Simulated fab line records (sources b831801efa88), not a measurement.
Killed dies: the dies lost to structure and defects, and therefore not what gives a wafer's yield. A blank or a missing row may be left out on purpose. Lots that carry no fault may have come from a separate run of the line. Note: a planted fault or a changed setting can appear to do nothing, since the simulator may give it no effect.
2 desks looking at one fault ; flow sky130 ; numbers are kept per desk, each desk with only its own; the story behind them comes last

FROM THE METROLOGY DESK
What the gauges read for every lot (on any tool): the sampled wafers with a number, averaged. Any lot whose mean is over 4 standard deviations away from the usual mean is out of limits and marked OUT; that distance is given in the brackets.
Columns: A = CAP2M_TIN_THK at SKY_CAP2M_THK_MEAS_04, usual 202.2 nm; B = CAP2M_OVL at SKY_CAP2M_OVL_MEAS_12, usual -0.4 nm
lot;first seen here;A;B
L554;day 39 21:31;200.0;-0.6
L555;day 40 00:43;199.7;-0.5
L556;day 40 13:43;202.2;1.3
L559;day 41 18:06;203.7;-0.6
L558;day 41 22:14;204.2;-3.5
L557;day 41 23:35;202.7;-1.1
L560;day 42 04:37;204.5;1.3
L562;day 42 08:10;199.5;1.7
L561;day 42 11:08;200.5;1.7
L563;day 42 12:08;206.5;-0.3
L564;day 43 01:26;202.5;-1.4
L569;day 44 06:37;201.2;-0.6
L570;day 44 13:09;201.1;-2.8
Result from this desk: across the 13 lots, nothing is out of limits.

AT THE TOOL OWNER'S DESK: furnace-01
The tool's own readings at SKY_SONOS_ONO_OXIDATION_00 (stabilise 600 s, purge 300 s, target thk 2.6 nm): means of the sampled wafers that have a number, for each lot that ran on this tool. Any lot whose mean is over 4 standard deviations away from the usual mean is out of limits and marked OUT; that distance is given in the brackets.
Columns: A = spikeTcLowerC at SKY_SONOS_ONO_OXIDATION_00, usual 800.4 C; B = spikeTcUpperC at SKY_SONOS_ONO_OXIDATION_00, usual 800.1 C; C = zonePowerLowerPct at SKY_SONOS_ONO_OXIDATION_00, usual 14.8 %
lot;first seen here;A;B;C
L554;day 11 19:36;800.2;801.1;14.5
L555;day 11 19:36;800.9;799.5;14.4
L558;day 13 14:43;801.2;800.5;14.5
L557;day 13 16:04;800.2;800.2;14.5
L559;day 13 16:04;801.1;801.6;14.5
L560;day 14 02:25;801.8;801.2;14.6
L563;day 14 12:31;801.1;800.9;14.5
L564;day 15 01:43;800.6;801.7;14.4
L569;day 16 17:25;801.9;800.5;14.4
L570;day 17 02:38;801.7;800.5;14.5
Result from this desk: across the 10 lots, nothing is out of limits.

TAKEN TOGETHER
Metrology desk: nothing out of limits seen.
The desk of the tool owner found nothing out of limits.

WHAT THE SIMULATOR HAD PUT IN
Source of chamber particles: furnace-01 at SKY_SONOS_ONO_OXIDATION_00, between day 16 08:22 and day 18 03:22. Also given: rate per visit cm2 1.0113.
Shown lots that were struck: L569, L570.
